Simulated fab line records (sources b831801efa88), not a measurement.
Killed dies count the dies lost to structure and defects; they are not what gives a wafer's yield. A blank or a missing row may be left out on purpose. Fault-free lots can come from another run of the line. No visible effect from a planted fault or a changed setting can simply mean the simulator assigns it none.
Matching of chambers ; flow gf180mcu ; GF_V1_CMP_26 on cmp-01 has 4 sister chambers
The step polishes, stops on SiO2, t overpolish 15 s, target thk 0 nm. 4 wafers are shown with their chamber, then 7 later ones without.

WAFERS, EACH WITH ITS CHAMBER
wafer;chamber;motor_current_A (A)
L519.4;2;9.2
L523.3;1;10.4
L531.5;3;14.5
L532.5;0;10.2

WAFERS WITH NO CHAMBER GIVEN
wafer;motor_current_A (A)
L532.6;10.3
L535.2;15.1
L535.3;10.2
L535.4;9.0
L539.1;10.5
L539.4;10.1
L539.6;14.8

WHICH CHAMBER EACH ONE RAN IN
wafer;from the rows above;in truth
L532.6;can't be placed: 1 or 0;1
L535.2;3;3
L535.3;can't be placed: 0 or 1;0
L535.4;2;2
L539.1;can't be placed: 1 or 0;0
L539.4;can't be placed: 0 or 1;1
L539.6;3;3
Placed correctly: 3 of 7. Cannot be placed on the basis of these rows: 4; the candidates contain the true chamber in 4. Placed wrongly: 0.
How it was worked out, from the rows above alone: a wafer's distance from a chamber is the root of the sum, over the readings, of the square of ((its reading less the chamber's mean) divided by the reading's scatter). If the next closest chamber is less than 2 further off than the closest, the wafer can't be placed; otherwise it belongs to the closest. For every chamber, the mean is computed from those of its wafers that are shown. The scatter: root of mean squared gap, hidden wafer to nearest shown wafer, with one shown wafer a chamber.
